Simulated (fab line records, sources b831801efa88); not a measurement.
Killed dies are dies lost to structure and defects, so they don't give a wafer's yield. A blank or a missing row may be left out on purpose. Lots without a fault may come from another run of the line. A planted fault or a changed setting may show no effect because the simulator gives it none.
fab line records | flow sky130
record lots=4 wafers=12 last_day=50
route steps=708 shown LOCAL_INTERCONNECT@400 CONTACT@406 METAL1@434 PAD_OPEN@708
lots that met no fault: from a run of the same line without faults
start_h: hours from the record's first day to the start of the lot's first wafer shown | wait_h: hours since the lot's step before | " the same as in the row above | L1.1+2: a row that stands for several wafers | - no value, or no start given | * or withheld: withheld | < > ~ a bound
route shown NAME@n: a module of which the file shows steps, and the number in the route of the first | usual: mean/standard deviation of fault-free wafers | same: alike in all rows | chamber/n: place in a boat | sites: the reading at each site | _std_site: their standard deviation | _edge_site: outer sites' mean less inner sites' | radius_mm: how far each site lies from the wafer's centre | mask NAME#n: copy n | behind: the tool/chamber that last shaped the wafer | hold: why the lot was held/for how many hours/how that ended | device: the transistor (n, p or np) that didn't switch | end of line: the same wafers' tests at the end of the route | a step without rows: its recipe alone | killed: dies lost to structure and defects at the first sort, not the wafer's yield | map: a wafer's dies, x killed, . not, _ none there
set.NAME: the setting as run; set.NAME@STEP: as run at that earlier step | model.NAME: the simulator's own value behind a step, which no gauge read
lots at some steps of the route; a table a step, a row a wafer
services: from which hour (start_h, from the record's first day; less than 0 if before it) a tool's chamber was out of use, for how many hours, and why
## steps
# step SKY_LOCAL_INTERCONNECT_ETCH_13
# recipe chemistry=N2/H2 target=BARC ion_energy_ev=200 bias_w=100 pressure_mtorr=30 n2_flow_sccm=100 h2_flow_sccm=200 icp_w=500 stop_on=SiO2 time_s=45.9 target_depth_a=600
# step SKY_LOCAL_INTERCONNECT_METAL_ETCH_14
# recipe target_depth_nm=110 stop_on=PSG chemistry=Cl2/BCl3 target=TiN resist_sidewall_deg=88 pressure_mtorr=10 icp_w=900 bias_w=48.5 Cl2_flow_sccm=60 bcl3_flow_sccm=30 time_s=31.4
# step SKY_LOCAL_INTERCONNECT_STRIP_15
# recipe chemistry=O2/N2 power_w=1400 pressure_mtorr=1500 platen_temp_c=withheld o2_flow_sccm=3000 n2_flow_sccm=300 overash_fraction=0.5
# step SKY_LOCAL_INTERCONNECT_STRIP_16
# recipe chemistry=post_etch_residue_remover time_s=1200 temp_c=72.5
# step SKY_LOCAL_INTERCONNECT_CLEAN_17
# recipe chemistry=IPA time_s=180 temp_c=25
# step SKY_LOCAL_INTERCONNECT_CLEAN_18
# recipe chemistry=O3/DIW dry=n2_spin
# step SKY_CONTACT_CVD_00
# recipe material=Si3N4 target_thk_nm=75 temp_c=400 time_s=withheld rf_w=450
# step SKY_CONTACT_HDPCVD_02
# recipe material=SiO2 target_thk_nm=565 sigma_open_frac=0.3 time_s=94.2 temp_c=600 sih4_flow_sccm=60 pressure_mtorr=6
# step SKY_CONTACT_CMP_04
# recipe material=SiO2 down_force_psi=4 platen_rpm=60 pad_velocity_m_s=0.94248
# usual motor_current_A=12.8/1.1 slurry_filter_dp_kPa=13.52/0.15 time_to_endpoint_s=81/4.8
# columns lot.wafer tool chamber start_h wait_h motor_current_A slurry_filter_dp_kPa time_to_endpoint_s model.SiO2_of_CONTACT_HDPCVD_02.thk_nm
L192.4 cmp-02 3 782.35 0.2 11.5 13.38 108 417.5
L192.6 " 0 " " 14.6 13.45 108 416.7
L192.5 " 1 " " 11.7 13.54 110 420
L193.1 cmp-02 2 796.88 0.1 11.3 13.59 114 421.6
L193.5 " 0 " " 14.1 13.42 108 415.3
L193.6 " 1 " " 12.5 13.30 113 420.7
L201.2 cmp-01 1 861.24 0.1 13.6 13.46 79 340.1
L201.4 " 3 " " 11.6 13.62 77 340.1
L201.5 " 0 " " 14.2 13.78 73 339.3
L202.3 cmp-02 3 867.32 0.0 11.7 13.69 82 337.1
L202.1 " 2 " " 11.8 13.60 84 339.6
L202.5 " 3 " " 12.0 13.58 80 339
# step SKY_CONTACT_DEHYDRATE_06
# recipe temp_c=200 time_s=60
# step SKY_CONTACT_HMDS_07
# recipe prime_time_s=60 prime_temp_c=120
# step SKY_CONTACT_COAT_08
# recipe resist=BARC temp_c=withheld time_s=withheld spin_rpm=3000 resist_thk_nm=60
# step SKY_CONTACT_COAT_09
# recipe resist=KrF-thick spin_rpm=3000 resist_thk_nm=450
# step SKY_CONTACT_SOFTBAKE_10
# recipe temp_c=100 time_s=90 resist=KrF-thick
# step SKY_CONTACT_EXPOSE_11
# recipe mask_id=CTM1 na=0.8 source_shape=annular sigma_inner=0.55 sigma_outer=0.85 target_cd_nm=170 dose_mj=38
# step SKY_CONTACT_PEB_12
# recipe peb_temp_c=withheld peb_time_s=withheld resist=KrF-thick
# step SKY_CONTACT_DEVELOP_13
# recipe develop_time_s=60 resist=KrF-thick dev_temp_c=21
# step SKY_CONTACT_ETCH_16
# recipe chemistry=N2/H2 target=BARC ion_energy_ev=200 source_w=500 bias_w=100 pressure_mtorr=30 n2_flow_sccm=100 h2_flow_sccm=200 stop_on=SiO2 time_s=45.9 target_depth_a=600
# step SKY_CONTACT_ETCH_17
# recipe target=SiO2 chemistry=C4F8/O2/Ar stop_on=Si3N4 mask_material=KrF-thick source_w=1500 bias_w=1200 pressure_mtorr=40 c4f8_flow_sccm=withheld O2_flow_sccm=6 Ar_flow_sccm=300 time_s=withheld target_depth_a=3400
# usual oes_product_au=0.891/0.0047
# columns lot.wafer tool chamber start_h wait_h oes_product_au model.CONTACT.feature_depth_nm model.etch.depth_nm
L192.4 rie_diel-04 0 809.85 0.0 0.996 409.3 409.3
L192.5 " 0 " " 0.994 410.4 410.4
L192.6 " 1 " " 0.996 409.8 409.8
L193.1 rie_diel-03 0 824.66 0.0 1.008 415.9 415.9
L193.5 " 1 " " 0.995 406.5 406.5
L193.6 " 0 " " 1.000 416.5 416.5
L201.2 rie_diel-01 1 887.83 0.0 0.893 340.1 340.1
L201.4 " 2 " " 0.891 340.1 340.1
L201.5 " 3 " " 0.894 339.3 339.3
L202.1 rie_diel-01 2 893.28 0.0 0.892 339.6 339.6
L202.3 " 1 " " 0.889 337.1 337.1
L202.5 " 0 " " 0.888 339 339
# step SKY_CONTACT_ETCH_18
# recipe target=Si3N4 chemistry=CHF3/O2 stop_on=TiN source_w=600 bias_w=200 pressure_mtorr=40 chf3_flow_sccm=50 O2_flow_sccm=5 time_s=39 target_depth_a=750
# step SKY_CONTACT_STRIP_19
# recipe chemistry=O2/N2 power_w=1400 pressure_mtorr=1500 platen_temp_c=withheld o2_flow_sccm=3000 n2_flow_sccm=300 overash_fraction=0.5
# step SKY_CONTACT_STRIP_20
# recipe chemistry=post_etch_residue_remover time_s=1200 temp_c=72.5
# step SKY_CONTACT_CLEAN_21
# recipe chemistry=IPA time_s=180 temp_c=25
# step SKY_CONTACT_CLEAN_22
# recipe chemistry=O3/DIW dry=n2_spin
# step SKY_CONTACT_SPUTTER_23
# recipe material=TiN target_thk_nm=20 chamber_pressure_pa=5 power_w=4000 time_s=80
# step SKY_CONTACT_CVD_24
# recipe material=W target_thk_nm=340 time_s=102.12 temp_c=400 pressure_torr=40
# step SKY_CONTACT_CMP_27
# recipe stop_on=SiO2 t_overpolish_s=15 down_force_psi=3.5 platen_rpm=60 target_thk_nm=0 pad_velocity_m_s=0.94248
# step SKY_METAL1_SPUTTER_00
# recipe material=Ti target_thk_nm=15 power_w=3000 time_s=10 chamber_pressure_pa=0.4
# step SKY_METAL1_SPUTTER_01
# recipe material=TiN target_thk_nm=20 power_w=6500 time_s=16.7 chamber_pressure_pa=0.4
# step SKY_METAL1_SPUTTER_02
# recipe material=AlCu target_thk_nm=250 power_w=10600 time_s=13.3 chamber_pressure_pa=0.4
# step SKY_METAL1_SPUTTER_03
# recipe material=Ti target_thk_nm=5 power_w=3000 time_s=3.3 chamber_pressure_pa=0.4
# step SKY_METAL1_SPUTTER_04
# recipe material=TiN target_thk_nm=70 power_w=6500 time_s=58.3 chamber_pressure_pa=0.4
# step SKY_METAL1_METAL_ETCH_19
# recipe target_depth_a=3600 stop_on=SiO2 over_etch_frac=0.3 time_s=78 chemistry=Cl2/BCl3 resist_sidewall_deg=88 pressure_mtorr=10 icp_w=900 bias_w=48.5 Cl2_flow_sccm=60 bcl3_flow_sccm=30
# usual drypump_motor_current_A=5.83/0.29 he_backside_leak_sccm=3.29/0.17 oes_product_au=0.854/0.0069 throttle_valve_pct=22.264/0.0091
# same over_etch_frac=0.3
# columns lot.wafer tool chamber start_h wait_h drypump_motor_current_A he_backside_leak_sccm oes_product_au rf_hours_counter_h throttle_valve_pct model.SiO2_of_CONTACT_HDPCVD_02.thk_nm
L192.4 rie_metal-03 0 838.28 0.1 5.74 3.15 0.863 - 22.268 403.6
L192.5 " 0 " " 5.73 3.30 0.860 - 22.250 406.1
L192.6 " 1 " " 6.20 3.28 0.849 - 22.275 402.9
L193.1 rie_metal-01 1 852.19 0.0 6.24 3.27 0.860 16 22.267 407.6
L193.5 " 1 " " 6.25 3.15 0.863 - 22.257 401.3
L193.6 " 0 " " 5.52 3.44 0.846 - 22.259 406.7
L201.2 rie_metal-02 0 915.74 0.0 5.90 3.10 0.867 14 22.251 326.1
L201.4 " 0 " " 5.90 3.11 0.866 - 22.281 326.2
L201.5 " 1 " " 5.52 3.50 0.869 - 22.266 325.2
L202.1 rie_metal-03 1 920.89 0.0 6.17 3.09 0.848 6 22.284 325.7
L202.3 " 0 " " 5.77 3.40 0.853 - 22.251 323.1
L202.5 " 1 " " 6.15 3.21 0.840 - 22.273 325
# step SKY_PAD_OPEN_PROBE_99
# usual killed_at_M0_to_M3=43/7.3 killed_at_M4_up=3.4/1.7 killed_at_contacts=24/4.5 killed_at_front_end=16/4.4 killed_at_other=0.2/0.51 killed_dies=86/9.7 killed_on_rim=17/3.7 killed_open=46/6.6 killed_short=39/7.1
# same gross_dies=492 killed_at_back_side=0
# columns lot.wafer tool chamber start_h wait_h killed_at_M0_to_M3 killed_at_M4_up killed_at_contacts killed_at_front_end killed_at_other killed_dies killed_on_rim killed_open killed_short model.etest.mcon_chain.rc_ohm
L192.4 prober-01 - 1130.06 0.2 32 4 186 12 1 235 41 46 24 -
L192.5 prober-01 - 1130.11 0.2 49 3 232 14 1 299 24 47 47 -
L192.6 prober-01 - 1130.16 0.2 42 2 225 18 0 287 70 56 32 -
L193.1 prober-01 - 1139.17 0.1 41 2 190 18 1 252 48 53 35 26.8
L193.5 prober-01 - 1139.37 0.2 31 2 246 20 0 299 38 44 32 29.64
L193.6 prober-01 - 1139.42 0.2 37 3 181 28 0 249 52 48 43 24.86
L201.2 prober-01 - 1186.44 0.1 44 4 20 13 1 82 15 45 37 17.03
L201.4 prober-01 - 1186.54 0.2 39 5 19 15 0 78 13 40 38 16.93
L201.5 prober-01 - 1186.59 0.2 36 6 21 14 0 77 11 37 40 17.1
L202.1 prober-01 - 1190.90 0.1 49 7 19 19 0 94 13 49 45 17.29
L202.3 prober-01 - 1191.00 0.2 60 3 30 18 1 112 23 52 59 16.86
L202.5 prober-01 - 1191.10 0.2 53 5 18 19 0 95 18 46 48 15.97
# killed by level:class
L192.4 CONTACT:area_cmp=164 CONTACT:geometric_particle:open=11 VIA1:geometric_particle:open=11 VIA3:geometric_particle:open=7 LI_CONTACT:geometric_particle:open=5 METAL4:geometric_particle:short=4 FIELD_ISO:geometric_particle:open=3 FIELD_ISO:geometric_particle:short=3
L192.5 CONTACT:area_cmp=204 VIA1:geometric_particle:open=8 CONTACT:geometric_particle:open=8 METAL2:geometric_particle:short=8 LI_CONTACT:geometric_particle:open=7 VIA2:geometric_particle:open=7 CONTACT:geometric_particle:short=6 VIA3:geometric_particle:short=6
L192.6 CONTACT:area_cmp=199 CONTACT:geometric_particle:open=14 VIA1:geometric_particle:open=13 FIELD_ISO:geometric_particle:short=7 VIA2:geometric_particle:open=6 POLY_GATE:geometric_particle:open=4 SPACER:geometric_particle:open=4 LI_CONTACT:geometric_particle:open=4
L193.1 CONTACT:area_cmp=164 VIA2:geometric_particle:open=12 CONTACT:geometric_particle:open=9 VIA3:geometric_particle:open=9 VIA1:geometric_particle:open=8 LOCAL_INTERCONNECT:geometric_particle:short=7 METAL2:geometric_particle:short=6 POLY_GATE:geometric_particle:short=5
L193.5 CONTACT:area_cmp=223 VIA2:geometric_particle:open=10 CONTACT:geometric_particle:open=10 FIELD_ISO:geometric_particle:short=7 VIA1:geometric_particle:open=7 LOCAL_INTERCONNECT:geometric_particle:short=5 CONTACT:geometric_particle:short=5 FIELD_ISO:geometric_particle:open=4
L193.6 CONTACT:area_cmp=158 VIA1:geometric_particle:open=12 FIELD_ISO:geometric_particle:open=8 CONTACT:geometric_particle:short=8 POLY_GATE:geometric_particle:open=7 POLY_GATE:geometric_particle:short=6 LI_CONTACT:geometric_particle:open=5 CONTACT:geometric_particle:open=5
L201.2 VIA1:geometric_particle:open=12 VIA3:geometric_particle:open=10 CONTACT:geometric_particle:short=6 VIA2:geometric_particle:open=5 LI_CONTACT:geometric_particle:open=5 LOCAL_INTERCONNECT:geometric_particle:short=4 FIELD_ISO:geometric_particle:short=4 FIELD_ISO:geometric_particle:open=3
L201.4 CONTACT:geometric_particle:open=9 VIA2:geometric_particle:open=9 FIELD_ISO:geometric_particle:short=7 METAL2:geometric_particle:short=6 VIA1:geometric_particle:open=6 VIA3:geometric_particle:open=5 METAL1:geometric_particle:short=5 METAL4:geometric_particle:short=4
L201.5 VIA1:geometric_particle:open=13 LOCAL_INTERCONNECT:geometric_particle:short=7 VIA3:geometric_particle:open=6 METAL4:geometric_particle:short=6 CONTACT:geometric_particle:open=5 CONTACT:geometric_particle:short=4 METAL1:geometric_particle:short=4 VIA1:geometric_particle:short=4
L202.1 VIA2:geometric_particle:open=11 VIA1:geometric_particle:open=9 METAL2:geometric_particle:short=6 LI_CONTACT:geometric_particle:open=6 CONTACT:geometric_particle:open=6 FIELD_ISO:geometric_particle:short=4 POLY_GATE:geometric_particle:short=4 VIA1:geometric_particle:short=4
L202.3 VIA1:geometric_particle:open=16 CONTACT:geometric_particle:short=11 CONTACT:geometric_particle:open=11 METAL2:geometric_particle:short=9 VIA1:geometric_particle:short=9 VIA2:geometric_particle:open=6 POLY_CUT:geometric_particle:short=5 LI_CONTACT:geometric_particle:open=5
L202.5 VIA2:geometric_particle:open=13 LI_CONTACT:geometric_particle:open=8 POLY_GATE:geometric_particle:short=7 VIA1:geometric_particle:short=6 METAL2:geometric_particle:short=6 VIA2:geometric_particle:short=6 VIA3:geometric_particle:open=6 CONTACT:geometric_particle:open=5
# map L192.5 (x killed, . not)
__________x..x....xx_________
________......x......._______
______....xx.....x..x..._____
_____x....x...x.xx.......____
____x...x.xxxxxxxx...x....___
___......xxxxxxxxxx...x....__
__....xxxxxxxxxxxxxxxxx...xx_
_..xxxxxxxxxxxxxxxxxxxx.x.x..
_.x.xxxxxxxxxxxxxxxxxxx......
_.xxxxxxxxxxxxxxxxxxxxx...x..
_.x.xxxxxxxxxxxxxxxxxxxx..x.x
_..xxxxxxxxxxxxxxxxxxxx...x..
_.xxxxxxxxxxxxxxxxxxxxx......
_x.xxxxxxxxxxxxxxxxxxxx.x....
_.xxxxxxxxxxxxxxxxxxx....x..x
__x.x..xxxxxxxxxxxxxxx.....x_
___xx.xxxxxxxxxxxxxx..xx.x.__
____x..xx.xxxxxxxxx.......___
_____...xxxxxxxxxxx......____
______.x.x.xx.xx.x......_____
________xx..........x._______
__________....x...x._________
# map L193.5 (x killed, . not)
__________x...x....._________
________....x.....x..._______
______xx...x.x...x.x...._____
_____......xx..x..x......____
____xxxxx.xx.xx..xxx.....x___
___..xxxxxxxxx.x.....x..x.x__
__x.xxxxxxxxxxxxxx......x..._
_xxxxxxxxxxxx.xxxxx.x.x.....x
_x.xxxxxxxxxxxxxxx..xx...x.x.
_xxxxxxxxxxxxxxxxxx.x........
_xxxxxxxxxxxxxxxxxx....xx....
_.xxxxxxxxxxxxxxxx.......x...
_xxxxxxxxxxxxxxxx...........x
_x.xxxxxxxxxxxxxxx..........x
_xxxxxxxxxxxxxxxxxx..x...x...
__xxxxxxxxx.xxxxxxxx........_
___xxxxxxxxxxxxxxxxx.......__
____xxxxxxxxxxxxxxxxx.....___
_____xxxxxxxxxxxxxxxx.xxx____
______.xxxxxxxxxx.x.x..._____
________xxxxxxxxx....._______
__________......xx.._________
## services
# columns tool chamber start_h hours kind
rie_metal-03 1 759.58 - clean
rie_metal-03 1 759.58 22.1 scheduled_down
rie_metal-03 1 759.58 22.1 vent_cycle
cmp-01 - 760.63 5.4 pm
cmp-02 - 774.88 3.5 repair
rie_diel-03 1 790.67 6.4 repair
cmp-02 - 817.34 4.3 pm
cmp-01 - 824.61 0.8 repair
rie_diel-04 0 870.81 1.3 repair
cmp-01 - 871.74 0.4 repair
rie_diel-03 1 882.30 14.7 repair
cmp-01 - 886.63 3.1 repair
rie_diel-01 2 894.96 6.7 repair
cmp-02 - 897.36 14.7 repair
rie_diel-04 1 900.85 2.5 repair
rie_diel-01 3 903.34 3.1 repair
cmp-02 - 912.03 4.0 pm
rie_metal-01 1 912.60 - clean
rie_metal-01 1 912.60 14.2 scheduled_down
rie_metal-01 1 912.60 14.2 vent_cycle
cmp-02 - 916.03 - consumable_replace:conditioner
cmp-02 - 916.03 - consumable_replace:pad
cmp-01 - 916.25 5.6 pm
## key
first_sign step=SKY_CONTACT_CMP_04 reading=time_to_endpoint_s direction=up sigmas=6 usual=* struck=*
effect step=SKY_CONTACT_ETCH_17 reading=oes_product_au direction=up sigmas=23 usual=0.891 struck=0.998
effect step=SKY_PAD_OPEN_PROBE_99 reading=killed_at_contacts direction=up sigmas=41 usual=24 struck=210
model_effect step=SKY_CONTACT_CMP_04 value=SiO2_of_CONTACT_HDPCVD_02.thk_nm without=339.5 struck=418.6
model_effect step=SKY_CONTACT_ETCH_17 value=CONTACT.feature_depth_nm without=339.5 struck=411.4
model_effect step=SKY_METAL1_METAL_ETCH_19 value=SiO2_of_CONTACT_HDPCVD_02.thk_nm without=325.6 struck=404.7
model_effect step=SKY_PAD_OPEN_PROBE_99 value=etest.mcon_chain.rc_ohm without=16.57 struck=27.1
more_kills_born_at SKY_CONTACT_CMP_04@cmp-02=1112
met_at SKY_CONTACT_CMP_04
struck_wafers L192.4,L192.5,L192.6,L193.1,L193.5,L193.6
tester_left_out L192,L193
fault kind=process_parameter_drift tool=cmp-02 chamber=- onset_h=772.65 steps=SKY_CONTACT_CMP_04 channel=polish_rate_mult offset=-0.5 shape=step end_h=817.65
# tester_left_out: of these lots the tester's yield and bins aren't shown, on N5 and GAA mostly nor the transistor test; their killed dies are dies lost to structure and defects alone, not to doping, threshold or leakage, so they don't give the yield
